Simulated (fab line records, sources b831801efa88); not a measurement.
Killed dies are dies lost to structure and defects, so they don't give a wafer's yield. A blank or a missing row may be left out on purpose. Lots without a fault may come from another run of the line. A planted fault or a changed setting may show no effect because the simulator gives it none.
Which tool did it? | flow gf180mcu | 15 lots, 45 wafers sampled, at 6 steps of a route of 602

WHAT THE GAUGES READ, wafer by wafer
GF_VT_IMPLANT_RS_MEAS_47: measures by four-point-probe.
lot  | measured     | on            | NWELL_RS (ohm/sq)
L550 | day 7 11:28  | film_metro-01 | 486.8 487.6 486.6
L552 | day 8 00:46  | film_metro-04 | 489.5 488.8 490.3
L555 | day 8 19:53  | film_metro-03 | 488.7 489.1 487.4
L556 | day 9 02:51  | film_metro-04 | 486.7 487.2 486.4
L557 | day 9 10:23  | film_metro-03 | 490.2 488.0 489.6
L564 | day 11 13:07 | film_metro-03 | 489.8 489.2 488.9
L566 | day 12 02:07 | film_metro-04 | 487.8 487.6 486.4
L565 | day 12 02:42 | film_metro-04 | 487.8 489.6 488.9
L567 | day 12 09:34 | film_metro-04 | 487.1 488.6 485.7
L568 | day 12 12:33 | film_metro-04 | 489.3 487.9 487.6
L569 | day 12 20:51 | film_metro-04 | 487.4 488.4 487.9
L570 | day 13 02:56 | film_metro-04 | 490.2 488.4 490.5
L572 | day 13 19:01 | film_metro-04 | 486.6 486.9 487.2
L571 | day 13 20:02 | film_metro-04 | 487.9 487.4 487.7
L573 | day 14 08:55 | film_metro-01 | 487.7 488.2 487.6

GF_HV_LDD_CD_MEAS_31: target cd 400 nm.
lot  | measured     | on        | cd_nm (nm)
L550 | day 11 12:47 | cd_sem-02 | 406.1 409.2 407.2
L552 | day 12 02:17 | cd_sem-01 | 406.1 405.5 405.1
L555 | day 12 23:35 | cd_sem-01 | - - -
L556 | day 13 08:46 | cd_sem-02 | - - -
L557 | day 13 20:04 | cd_sem-01 | - - -
L564 | day 16 02:32 | cd_sem-02 | 405.3 405.4 404.6
L566 | day 16 18:43 | cd_sem-02 | 408.4 404.8 408.4
L565 | day 16 23:57 | cd_sem-02 | 402.8 401.5 402.2
L567 | day 17 04:21 | cd_sem-01 | 403.5 403.0 402.2
L568 | day 17 07:14 | cd_sem-01 | 408.8 409.3 406.4
L569 | day 17 16:59 | cd_sem-02 | 404.9 406.1 406.9
L570 | day 17 23:28 | cd_sem-01 | 405.5 408.1 405.6
L572 | day 18 18:15 | cd_sem-01 | 402.0 399.8 402.2
L571 | day 18 19:16 | cd_sem-01 | 407.5 406.4 406.2
L573 | day 19 07:11 | cd_sem-01 | 403.6 402.1 405.2

GF_HV_LDD_TW_MEAS_50.
lot  | measured     | on            | HV_LDD_4_TW
L550 | day 12 09:16 | film_metro-04 | 575.2 572.9 574.6
L552 | day 12 22:11 | film_metro-04 | 571.7 572.2 574.9
L555 | day 13 20:45 | film_metro-03 | 1471.6 1462.8 1466.9 1462.4 1464.7 1471.9
L556 | day 14 06:03 | film_metro-03 | 1468.9 1476.1 1470.1 1468.4 1462.3 1467.7
L557 | day 14 18:19 | film_metro-01 | 1479.5 1469.5 1475.8 1476.4 1471.9 1483.1
L564 | day 17 02:34 | film_metro-04 | 575.4 578.4 578.1
L566 | day 17 18:35 | film_metro-01 | 576.3 575.5 571.7
L565 | day 17 23:32 | film_metro-01 | 574.1 577.3 571.4
L567 | day 18 03:59 | film_metro-03 | 577.9 575.1 577.3
L568 | day 18 07:04 | film_metro-04 | 575.4 572.8 572.4
L569 | day 18 18:27 | film_metro-03 | 576.6 577.1 573.7
L570 | day 18 23:42 | film_metro-03 | 577.5 573.7 574.7
L572 | day 19 19:26 | film_metro-01 | 576.2 575.2 574.9
L571 | day 19 20:26 | film_metro-01 | 572.3 573.0 575.2
L573 | day 20 08:15 | film_metro-01 | 576.1 573.0 573.2

GF_PSD_OVL_MEAS_08.
lot  | measured     | on         | PSD_OVL (nm)
L550 | day 14 04:22 | overlay-01 | 1.7 -0.5 1.4
L552 | day 14 18:40 | overlay-01 | -0.8 -1.9 -0.7
L564 | day 19 03:52 | overlay-02 | 0.9 0.3 2.6
L566 | day 19 22:16 | overlay-01 | -1.6 -2.5 -2.4
L565 | day 20 02:40 | overlay-01 | 1.6 0.3 -0.5
L567 | day 20 07:49 | overlay-02 | 0.4 1.8 0.7
L568 | day 20 11:41 | overlay-01 | 0.1 0.5 -1.0
L569 | day 20 22:13 | overlay-01 | -2.5 -1.6 -3.1
L570 | day 21 03:54 | overlay-01 | -0.3 -1.7 -2.6
L572 | day 21 23:34 | overlay-01 | -1.1 -2.4 -1.1
L571 | day 21 23:48 | overlay-02 | 1.5 -0.1 1.3
L573 | day 22 10:19 | overlay-01 | 1.1 0.9 0.7

GF_CONTACT_OVL_MEAS_15.
lot  | measured     | on         | CONTACT_OVL (nm)
L550 | day 16 02:21 | overlay-01 | -4 -2 6
L552 | day 16 16:40 | overlay-01 | 9 6 5
L564 | day 21 06:07 | overlay-01 | 2 2 0
L566 | day 22 00:32 | overlay-02 | 5 15 3
L565 | day 22 05:03 | overlay-02 | 5 2 -4
L567 | day 22 09:54 | overlay-01 | 4 1 -4
L568 | day 22 12:58 | overlay-02 | 8 -3 8
L569 | day 22 23:04 | overlay-02 | 4 2 -4
L570 | day 23 04:17 | overlay-02 | -5 -6 2
L572 | day 23 23:48 | overlay-01 | -9 -2 -2
L571 | day 24 00:09 | overlay-01 | 1 -4 -5
L573 | day 24 10:20 | overlay-02 | 10 7 11

WHICH TOOL RAN EACH LOT (tool, then ch and the chambers of the sampled wafers, then the start)
lot  | GF_HV_LDD_COAT_26
L550 | litho_track-02 ch 0, day 11 03:41
L552 | litho_track-01 ch 0, day 11 16:37
L555 | litho_track-04, day 12 13:31
L556 | litho_track-01, day 12 22:38
L557 | litho_track-04, day 13 09:43
L564 | litho_track-02 ch 0, day 15 16:08
L566 | litho_track-02 ch 0, day 16 07:08
L565 | litho_track-01 ch 0, day 16 12:24
L567 | litho_track-02 ch 0, day 16 17:47
L568 | litho_track-04 ch 0, day 16 19:56
L569 | litho_track-02 ch 0, day 17 05:41
L570 | litho_track-02 ch 0, day 17 11:48
L572 | litho_track-04 ch 0, day 18 06:02
L571 | litho_track-02 ch 0, day 18 07:36
L573 | litho_track-01 ch 0, day 18 18:57
- GF_HV_LDD_COAT_26: resist thk 1000 nm.

WHAT THE TOOLS THEMSELVES READ (means of the sampled wafers that have a number; where no wafer has one, the mark that the record gives instead)
GF_HV_LDD_COAT_26.
lot  | tool           | chill_plate_temp_C (C) | dispense_pressure_kPa (kPa)
L550 | litho_track-02 | 22.98                  | 48.6
L552 | litho_track-01 | 23.06                  | 43.3
L555 | litho_track-04 | -                      | -
L556 | litho_track-01 | -                      | -
L557 | litho_track-04 | -                      | -
L564 | litho_track-02 | 23.09                  | 48.6
L566 | litho_track-02 | 23.08                  | 48.6
L565 | litho_track-01 | 22.96                  | 43.3
L567 | litho_track-02 | 23.03                  | 48.6
L568 | litho_track-04 | 23.06                  | 45.5
L569 | litho_track-02 | 22.90                  | 48.6
L570 | litho_track-02 | 22.93                  | 48.6
L572 | litho_track-04 | 23.01                  | 45.5
L571 | litho_track-02 | 23.04                  | 48.6
L573 | litho_track-01 | 23.09                  | 43.3

THE ANSWER, worked out from the rows above alone
Rule: what is usual is taken from the lots themselves. Put in order of their means at a reading, lots are off if they are a third of the lots or fewer, leave a main group of 4 or more, and stand apart from it by a gap of 3 or more times the standard deviation of the main group's means; of several such gaps the widest counts. A main group whose means are all the same, to the digits that the tables above print for the reading, isn't used. A lot without any number at a reading at which 4 lots or more have one is off too. The other lots that the step has rows for count as sound. The gauges are gone through in route order, then the tools' own readings, and for those a lot's mean is taken as printed above. The first step at which some lot is off is used, and at that step the reading that is off furthest; a lot without a number counts as furthest.
Off: L555, L556, L557, at GF_HV_LDD_CD_MEAS_31 (cd_nm). Without a number there: L555, L556, L557. The main group: mean 405.2 nm, standard deviation 2.1.
A tool fits if, at a process step before that reading, it ran every lot that is off, and no sound lot after the first of them. The gauges at GF_HV_LDD_CD_MEAS_31 aren't tried: what is off there is off at GF_HV_LDD_TW_MEAS_50 too, on other tools, and a gauge's error can't cause that. None of those tried fits.

WHAT THE SIMULATOR HAD PUT IN
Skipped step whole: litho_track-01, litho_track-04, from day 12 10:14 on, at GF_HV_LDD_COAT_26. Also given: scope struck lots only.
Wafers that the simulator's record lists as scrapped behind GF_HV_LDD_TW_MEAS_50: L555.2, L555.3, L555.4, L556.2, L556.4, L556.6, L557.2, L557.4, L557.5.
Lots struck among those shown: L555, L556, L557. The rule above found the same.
